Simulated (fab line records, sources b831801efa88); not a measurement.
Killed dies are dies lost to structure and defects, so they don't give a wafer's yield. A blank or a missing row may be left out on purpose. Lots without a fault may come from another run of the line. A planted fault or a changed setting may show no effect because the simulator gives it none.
fab line records | flow sfq_line
record lots=5 wafers=15 last_day=95
route steps=325 shown M5@201 A5B@209 R5@212 I5@228 C5@240 M8@325
lots that met no fault: from a run of the same line without faults
start_h: hours from the record's first day to the start of the lot's first wafer shown | wait_h: hours since the lot's step before | " the same as in the row above | L1.1+2: a row that stands for several wafers | - no value, or no start given | * or withheld: withheld | < > ~ a bound
route shown NAME@n: a module of which the file shows steps, and the number in the route of the first | usual: mean/standard deviation of fault-free wafers | same: alike in all rows | chamber/n: place in a boat | sites: the reading at each site | _std_site: their standard deviation | _edge_site: outer sites' mean less inner sites' | radius_mm: how far each site lies from the wafer's centre | mask NAME#n: copy n | behind: the tool/chamber that last shaped the wafer | hold: why the lot was held/for how many hours/how that ended | device: the transistor (n, p or np) that didn't switch | end of line: the same wafers' tests at the end of the route | a step without rows: its recipe alone | killed: dies lost to structure and defects at the first sort, not the wafer's yield | map: a wafer's dies, x killed, . not, _ none there
set.NAME: the setting as run; set.NAME@STEP: as run at that earlier step | model.NAME: the simulator's own value behind a step, which no gauge read
lots at some steps of the route; a table a step, a row a wafer
services: from which hour (start_h, from the record's first day; less than 0 if before it) a tool's chamber was out of use, for how many hours, and why
## steps
# step SFQ_TRILAYER_M5_LITHO_EXPOSE_124
# recipe mask_id=M5 na=0.6 source_shape=conventional sigma_outer=0.65 target_cd_nm=700 dose_mj=14.4
# step SFQ_TRILAYER_M5_LITHO_PEB_126
# recipe peb_temp_c=115 peb_time_s=60 resist=KrF
# step SFQ_TRILAYER_M5_LITHO_DEVELOP_125
# recipe time_s=60 resist=KrF
# step SFQ_M5_OVL_MEAS_932
# usual M5_OVL=0/5.6
# columns lot.wafer tool chamber start_h wait_h M5_OVL[nm]
L858.2 overlay-02 - 1454.02 0.1 -1
L858.5 " - " " 3
L858.6 " - " " -5
L863.1 overlay-02 - 1493.71 0.1 1
L863.2 " - " " 8
L863.6 " - " " 6
L866.2 overlay-01 - 1618.15 0.1 3
L866.5 " - " " -2
L866.6 " - " " -1
L874.1 overlay-02 - 1750.10 0.1 6
L874.5 " - " " 5
L874.6 " - " " 0
L875.1 overlay-01 - 1753.70 0.1 -3
L875.2 " - " " 2
L875.5 " - " " -4
# step SFQ_TRILAYER_M5_BARC_OPEN_METAL_ETCH_161
# recipe mask_material=PR chemistry=O2 target_depth_nm=125 target=BARC icp_w=600 bias_w=80 pressure_mtorr=10 time_s=41.7
# step SFQ_TRILAYER_M5_ETCH_METAL_ETCH_126
# recipe target=Nb stop_on=SiO2 mask_material=PR over_etch_frac=0.15 time_s=203.2 chemistry=Cl2/BCl3 target_depth_nm=265 icp_w=600 bias_w=80 pressure_mtorr=10
# usual drypump_motor_current_A=5.9/0.36 oes_product_au=0.728/0.0063
# same over_etch_frac=0.15
# columns lot.wafer tool chamber start_h wait_h drypump_motor_current_A oes_product_au rf_hours_counter_h
L858.2 rie_metal-04 1 1454.11 0.0 6.1 0.734 93
L858.5 " 1 " " 6.1 0.748 -
L858.6 " 0 " " 6.3 0.732 -
L863.1 rie_metal-02 1 1493.80 0.0 6.2 0.723 135
L863.2 " 0 " " 5.4 0.722 53
L863.6 " 0 " " 5.4 0.715 -
L866.2 rie_metal-02 0 1618.24 0.0 5.4 0.725 74
L866.5 " 1 " " 6.2 0.723 -
L866.6 " 0 " " 5.4 0.726 -
L874.1 rie_metal-01 0 1750.20 0.0 5.9 0.737 94
L874.5 " 0 " " 5.9 0.728 -
L874.6 " 1 " " 5.5 0.731 -
L875.1 rie_metal-01 1 1753.80 0.0 5.5 0.727 114
L875.2 " 0 " " 5.9 0.724 95
L875.5 " 0 " " 5.9 0.728 -
# step SFQ_TRILAYER_M5_STRIP_STRIP_127
# recipe gas=O2 power_w=200 platen_temp_c=40 overash_fraction=0.65 chemistry=O2 pressure_mtorr=50
# usual drypump_motor_current_A=5.9/0.36 oes_product_au=1.004/0.0086
# same overash_fraction=0.65
# columns lot.wafer tool chamber start_h wait_h drypump_motor_current_A oes_product_au rf_hours_counter_h
L858.2 rie_metal-04 1 1454.30 0.1 6.0 1.008 93
L858.5 " 1 " " 6.0 1.012 -
L858.6 " 0 " " 6.2 1.000 -
L863.1 rie_metal-02 1 1494.00 0.1 6.3 0.997 135
L863.2 " 0 " " 5.4 1.001 53
L863.6 " 0 " " 5.4 0.993 -
L866.2 rie_metal-02 0 1618.43 0.1 5.4 1.007 74
L866.5 " 1 " " 6.3 1.001 -
L866.6 " 0 " " 5.4 1.011 -
L874.1 rie_metal-01 0 1750.39 0.1 5.9 0.997 94
L874.5 " 0 " " 5.9 1.011 -
L874.6 " 1 " " 5.4 1.003 -
L875.1 rie_metal-01 1 1753.99 0.1 5.4 1.007 115
L875.2 " 0 " " 5.9 1.005 95
L875.5 " 0 " " 5.9 1.011 -
# step SFQ_TRILAYER_M5_STRIP_SOLV_CLEAN_128
# recipe chemistry=NMP temp_c=70 time_s=600
# step SFQ_TRILAYER_A5B_DEP_PECVD_129
# recipe material=SiO2 temp_c=150 time_s=133.33 pressure_torr=2.4 rf_w=183.3 precursor=SiH4/N2O target_thk_nm=600
# usual heater_power_w=79/14 throttle_valve_pct=24.9/1.3
# columns lot.wafer tool chamber start_h wait_h heater_power_w throttle_valve_pct
L858.2 pecvd-01 2 1455.09 0.0 85 25.6
L858.5 " 0 " " 62 27.2
L858.6 " 1 " " 80 23.8
L863.1 pecvd-04 1 1494.77 0.0 86 25.2
L863.2 " 2 " " 62 25.2
L863.6 " 2 " " 68 25.5
L866.2 pecvd-01 2 1619.38 0.0 84 26.0
L866.5 " 1 " " 80 24.0
L866.6 " 0 " " 75 27.6
L874.1 pecvd-04 1 1751.17 0.0 90 22.7
L874.5 " 1 " " 97 22.7
L874.6 " 0 " " 82 22.7
L875.1 pecvd-04 1 1754.77 0.0 85 23.1
L875.2 " 0 " " 87 22.9
L875.5 " 0 " " 92 22.9
# step SFQ_TRILAYER_A5B_CMP_CMP_130
# recipe stop_on=Nb down_force_psi=3 platen_rpm=60 target_thk_nm=340.7
# step SFQ_TRILAYER_A5B_METRO_MEASURE_131
# usual thk_nm=342/6.3
# columns lot.wafer tool chamber start_h wait_h thk_nm
L858.2 film_metro-01 - 1458.38 1.7 342
L858.5 " - " " 336
L858.6 " - " " 332
L863.1 film_metro-04 - 1497.86 2.0 345
L863.2 " - " " 344
L863.6 " - " " 348
L866.2 film_metro-04 - 1622.67 1.7 334
L866.5 " - " " 330
L866.6 " - " " 341
L874.1 film_metro-04 - 1754.26 2.0 342
L874.5 " - " " 337
L874.6 " - " " 334
L875.1 film_metro-02 - 1757.90 2.5 337
L875.2 " - " " 344
L875.5 " - " " 340
# step SFQ_TRILAYER_R5_DEP_SPUTTER_132
# recipe material=Ti base_pressure_pa=1.33e-06 target_thk_nm=5 power_w=2000 time_s=5 chamber_pressure_pa=0.4
# step SFQ_TRILAYER_R5_DEP_SPUTTER_133
# recipe material=MoNx base_pressure_pa=1.33e-06 target_thk_nm=40 power_w=1000 time_s=66.7 chamber_pressure_pa=0.4
# usual throttle_valve_pct=30.2/1.3
# columns lot.wafer tool chamber start_h wait_h throttle_valve_pct model.MoNx_of_TRILAYER_R5_DEP_SPUTTER_133.thk_nm
L858.2 pvd_sputter-04 - 1459.40 0.0 31.3 39.86
L858.5 " - " " 31.4 39.79
L858.6 " - " " 30.5 39.46
L863.1 pvd_sputter-05 - 1499.08 0.0 29.9 40.62
L863.2 " - " " 30.3 40.08
L863.6 " - " " 30.1 39.99
L866.2 pvd_sputter-05 - 1623.69 0.0 30.1 72.38
L866.5 " - " " 31.4 40.28
L866.6 " - " " 26.9 40.52
L874.1 pvd_sputter-03 - 1755.48 0.0 30.8 40.45
L874.5 " - " " 31.0 40.38
L874.6 " - " " 28.5 40.39
L875.1 pvd_sputter-04 - 1759.12 0.0 30.7 39.76
L875.2 " - " " 31.3 39.66
L875.5 " - " " 31.1 39.26
# step SFQ_TRILAYER_R5_DEP_SPUTTER_134
# recipe material=Ti base_pressure_pa=1.33e-06 target_thk_nm=5 power_w=2000 time_s=5 chamber_pressure_pa=0.4
# step SFQ_R5_RS_MEAS_933
# recipe thk_meas_gauge=four-point-probe reads=Ti_of_TRILAYER_R5_DEP_SPUTTER_134+MoNx_of_TRILAYER_R5_DEP_SPUTTER_133+Ti_of_TRILAYER_R5_DEP_SPUTTER_132
# usual R5_MONX_RS=7.06/0.076
# columns lot.wafer tool chamber start_h wait_h R5_MONX_RS[ohm/sq]
L858.2 film_metro-03 - 1459.49 0.0 7.08
L858.5 " - " " 7.07
L858.6 " - " " 7.15
L863.1 film_metro-03 - 1499.15 0.0 6.96
L863.2 " - " " 7.08
L863.6 " - " " 7.09
L866.2 film_metro-02 - 1623.78 0.0 4.01
L866.5 " - " " 7.01
L866.6 " - " " 6.99
L874.1 film_metro-03 - 1755.55 0.0 6.99
L874.5 " - " " 6.98
L874.6 " - " " 6.99
L875.1 film_metro-04 - 1759.20 0.0 7.08
L875.2 " - " " 7.11
L875.5 " - " " 7.17
# step SFQ_R5_THK_MEAS_934
# recipe thk_meas_gauge=xrf reads=MoNx_of_TRILAYER_R5_DEP_SPUTTER_133
# usual R5_MONX_THK=39.6/0.53
# columns lot.wafer tool chamber start_h wait_h R5_MONX_THK[nm]
L858.2 film_metro-03 - 1459.60 0.1 39.5
L858.5 " - " " 39.7
L858.6 " - " " 39.2
L863.1 film_metro-03 - 1499.27 0.1 40.7
L863.2 " - " " 40.0
L863.6 " - " " 40.0
L866.2 film_metro-02 - 1623.89 0.1 70.8
L866.5 " - " " 39.6
L866.6 " - " " 39.6
L874.1 film_metro-03 - 1755.67 0.1 40.3
L874.5 " - " " 40.3
L874.6 " - " " 40.1
L875.1 film_metro-04 - 1759.32 0.1 39.2
L875.2 " - " " 39.2
L875.5 " - " " 38.7
# step SFQ_TRILAYER_R5_LITHO_COAT_141
# recipe resist=BARC spin_rpm=3000 resist_thk_nm=62
# step SFQ_TRILAYER_R5_LITHO_COAT_136
# recipe resist=KrF spin_rpm=3000 resist_thk_nm=600
# step SFQ_TRILAYER_R5_LITHO_SOFTBAKE_140
# recipe temp_c=withheld time_s=withheld resist=KrF
# step SFQ_TRILAYER_R5_LITHO_EXPOSE_137
# recipe mask_id=R5 na=0.6 source_shape=conventional sigma_outer=0.65 target_cd_nm=500 dose_mj=14.4
# step SFQ_TRILAYER_R5_LITHO_PEB_139
# recipe peb_temp_c=115 peb_time_s=60 resist=KrF
# step SFQ_TRILAYER_R5_LITHO_DEVELOP_138
# recipe time_s=60 resist=KrF
# step SFQ_R5_OVL_MEAS_935
# usual R5_OVL=2/5.7
# columns lot.wafer tool chamber start_h wait_h R5_OVL[nm]
L858.2 overlay-01 - 1589.34 0.1 -11
L858.5 " - " " -7
L858.6 " - " " -11
L863.1 overlay-01 - 1631.46 0.1 10
L863.2 " - " " 0
L863.6 " - " " 6
L866.2 overlay-02 - 1739.31 0.1 6
L866.5 " - " " 6
L866.6 " - " " 6
L874.1 overlay-02 - 1773.04 0.1 2
L874.5 " - " " 1
L874.6 " - " " 0
L875.1 overlay-02 - 1776.64 0.1 10
L875.2 " - " " 11
L875.5 " - " " 10
# step SFQ_TRILAYER_R5_BARC_OPEN_METAL_ETCH_177
# recipe mask_material=PR chemistry=O2 target_depth_nm=125 target=BARC icp_w=600 bias_w=80 pressure_mtorr=10 time_s=41.7
# usual drypump_motor_current_A=5.7/0.42 oes_product_au=0.685/0.0044
# columns lot.wafer tool chamber start_h wait_h drypump_motor_current_A oes_product_au rf_hours_counter_h
L858.2 rie_metal-03 1 1589.37 0.0 5.3 0.681 37
L858.5 " 0 " " 5.4 0.684 -
L858.6 " 1 " " 5.3 0.682 -
L863.1 rie_metal-02 0 1631.50 0.0 5.4 0.685 75
L863.2 " 1 " " 6.2 0.686 15
L863.6 " 0 " " 5.4 0.686 -
L866.2 rie_metal-03 0 1739.34 0.0 5.4 0.688 64
L866.5 " 0 " " 5.4 0.693 -
L866.6 " 1 " " 5.3 0.687 -
L874.1 rie_metal-03 0 1773.07 0.0 5.4 0.679 73
L874.5 " 1 " " 5.3 0.683 -
L874.6 " 0 " " 5.4 0.689 -
L875.1 rie_metal-04 0 1776.67 0.0 6.2 0.681 108
L875.2 " 0 " " 6.2 0.687 -
L875.5 " 0 " " 6.2 0.687 -
# step SFQ_TRILAYER_R5_ETCH_METAL_ETCH_139
# recipe stop_on=SiO2 mask_material=PR chemistry=Cl2 target_depth_nm=60 icp_w=600 bias_w=80 pressure_mtorr=10 time_s=40
# step SFQ_TRILAYER_R5_STRIP_STRIP_140
# recipe gas=O2 power_w=200 platen_temp_c=40 overash_fraction=0.65 chemistry=O2 pressure_mtorr=50
# step SFQ_TRILAYER_R5_STRIP_SOLV_CLEAN_141
# recipe chemistry=NMP temp_c=70 time_s=600
# step SFQ_TRILAYER_A5C_DEP_PECVD_142
# recipe material=SiO2 temp_c=150 time_s=15.556 pressure_torr=2.4 rf_w=183.3 precursor=SiH4/N2O target_thk_nm=70
# step SFQ_TRILAYER_I5_LITHO_COAT_149
# recipe resist=BARC spin_rpm=3000 resist_thk_nm=62
# step SFQ_TRILAYER_I5_LITHO_COAT_144
# recipe resist=KrF spin_rpm=3000 resist_thk_nm=650
# step SFQ_TRILAYER_I5_LITHO_SOFTBAKE_148
# recipe temp_c=withheld time_s=withheld resist=KrF
# step SFQ_TRILAYER_I5_LITHO_EXPOSE_145
# recipe mask_id=I5 na=0.6 source_shape=conventional sigma_outer=0.65 target_cd_nm=700 dose_mj=21.3
# step SFQ_TRILAYER_I5_LITHO_PEB_147
# recipe peb_temp_c=115 peb_time_s=60 resist=KrF
# step SFQ_TRILAYER_I5_LITHO_DEVELOP_146
# recipe time_s=60 resist=KrF
# step SFQ_I5_OVL_MEAS_936
# usual I5_OVL=-2/5.4
# columns lot.wafer tool chamber start_h wait_h I5_OVL[nm]
L858.2 overlay-02 - 1714.31 0.1 -9
L858.5 " - " " -13
L858.6 " - " " -11
L863.1 overlay-02 - 1747.70 0.1 -3
L863.2 " - " " 3
L863.6 " - " " -3
L866.2 overlay-02 - 1751.44 0.1 4
L866.5 " - " " 4
L866.6 " - " " 8
L874.1 overlay-02 - 1792.04 0.1 -3
L874.5 " - " " -7
L874.6 " - " " 6
L875.1 overlay-02 - 1797.88 0.1 -6
L875.2 " - " " -5
L875.5 " - " " -2
# step SFQ_TRILAYER_I5_BARC_OPEN_VIA_ETCH_200
# recipe mask_material=PR chemistry=O2 target_depth_nm=125 target=BARC source_w=500 bias_w=80 pressure_mtorr=30 time_s=41.7
# step SFQ_TRILAYER_I5_ETCH_VIA_ETCH_147
# recipe stop_on=Nb mask_material=PR chemistry=CHF3 target_depth_nm=360 source_w=500 bias_w=80 pressure_mtorr=30 time_s=withheld
# step SFQ_TRILAYER_I5_STRIP_STRIP_148
# recipe gas=O2 power_w=200 platen_temp_c=40 overash_fraction=0.65 chemistry=O2 pressure_mtorr=50
# step SFQ_TRILAYER_I5_STRIP_SOLV_CLEAN_149
# recipe chemistry=NMP temp_c=70 time_s=600
# step SFQ_TRILAYER_C5_LITHO_COAT_156
# recipe resist=BARC spin_rpm=3000 resist_thk_nm=62
# step SFQ_TRILAYER_C5_LITHO_COAT_151
# recipe resist=KrF spin_rpm=3000 resist_thk_nm=650
# step SFQ_TRILAYER_C5_LITHO_SOFTBAKE_155
# recipe temp_c=withheld time_s=withheld resist=KrF
# step SFQ_M8_BOW_MEAS_951
# recipe mode=bow
# usual M8_BOW=8/12
# columns lot.wafer tool chamber start_h wait_h M8_BOW[um] model.etest.r5.ohm_um model.etest.r5.ohm_sq model.etest.c5.link_ohm
L858.2 film_metro-01 - 2090.06 0.0 21 14.14 7.088 8.039
L858.5 " - " " 38 14.16 7.1 8.057
L858.6 " - " " 32 14.31 7.159 8.11
L863.1 film_metro-01 - 2122.22 0.0 17 13.94 6.954 7.912
L863.2 " - " " -7 14.12 7.049 8.005
L863.6 " - " " 9 14.13 7.065 8.019
L866.2 film_metro-03 - 2130.86 0.0 6 7.79 3.903 4.852
L866.5 " - " " 0 14.01 7.014 7.968
L866.6 " - " " 7 13.92 6.971 7.928
L874.1 film_metro-03 - 2267.83 0.0 14 13.99 6.984 7.927
L874.5 " - " " 23 14.03 6.997 7.953
L874.6 " - " " 16 13.99 6.995 7.949
L875.1 film_metro-04 - 2271.23 0.0 -14 14.25 7.105 8.054
L875.2 " - " " -3 14.29 7.123 8.07
L875.5 " - " " -10 14.42 7.196 8.158
## services
# columns tool chamber start_h hours kind
pvd_sputter-04 - 1455.75 2.8 repair
pecvd-01 - 1468.42 6.0 pm
film_metro-04 - 1473.65 1.3 pm
pecvd-04 - 1485.15 2.3 repair
pecvd-04 - 1512.06 2.8 pm
rie_metal-04 1 1535.69 44.0 repair
pecvd-04 - 1542.88 12.1 repair
rie_metal-04 - 1545.24 0.8 repair
rie_metal-04 0 1545.38 7.4 repair
film_metro-04 - 1558.21 1.3 pm
film_metro-04 - 1581.10 0.4 pm
rie_metal-03 - 1581.35 2.8 pm
rie_metal-03 0 1642.64 11.3 repair
film_metro-04 - 1643.08 0.6 pm
pecvd-04 - 1669.32 0.3 repair
pecvd-04 - 1686.25 14.0 pm
rie_metal-01 - 1697.98 1.4 pm
film_metro-04 - 1718.16 2.0 pm
rie_metal-02 1 1724.98 5.9 repair
rie_metal-03 1 1740.91 10.2 repair
film_metro-04 - 1748.77 0.6 pm
pecvd-04 2 1753.22 4.1 repair
rie_metal-01 1 1755.90 3.2 repair
pecvd-04 1 1761.19 16.4 repair
## key
first_sign step=SFQ_R5_RS_MEAS_933 reading=R5_MONX_RS direction=down sigmas=40 usual=7.06 struck=4.01
effect step=SFQ_R5_THK_MEAS_934 reading=R5_MONX_THK direction=up sigmas=59 usual=39.6 struck=70.8
model_effect step=SFQ_TRILAYER_R5_DEP_SPUTTER_133 value=MoNx_of_TRILAYER_R5_DEP_SPUTTER_133.thk_nm without=39.96 struck=72.38
model_effect step=SFQ_M8_BOW_MEAS_951 value=etest.r5.ohm_um without=14.11 struck=7.79
met_at SFQ_TRILAYER_R5_DEP_SPUTTER_133
struck_wafers L866.2
onset_between 1499.08 1623.69
fault kind=process_parameter_drift tool=pvd_sputter-05 chamber=- onset_h=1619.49 steps=SFQ_TRILAYER_R5_DEP_SPUTTER_133 channel=target_thk_nm offset=32.419 shape=step end_h=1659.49 scope=struck_wafers_only acts_in=these_recipes_only stated=40
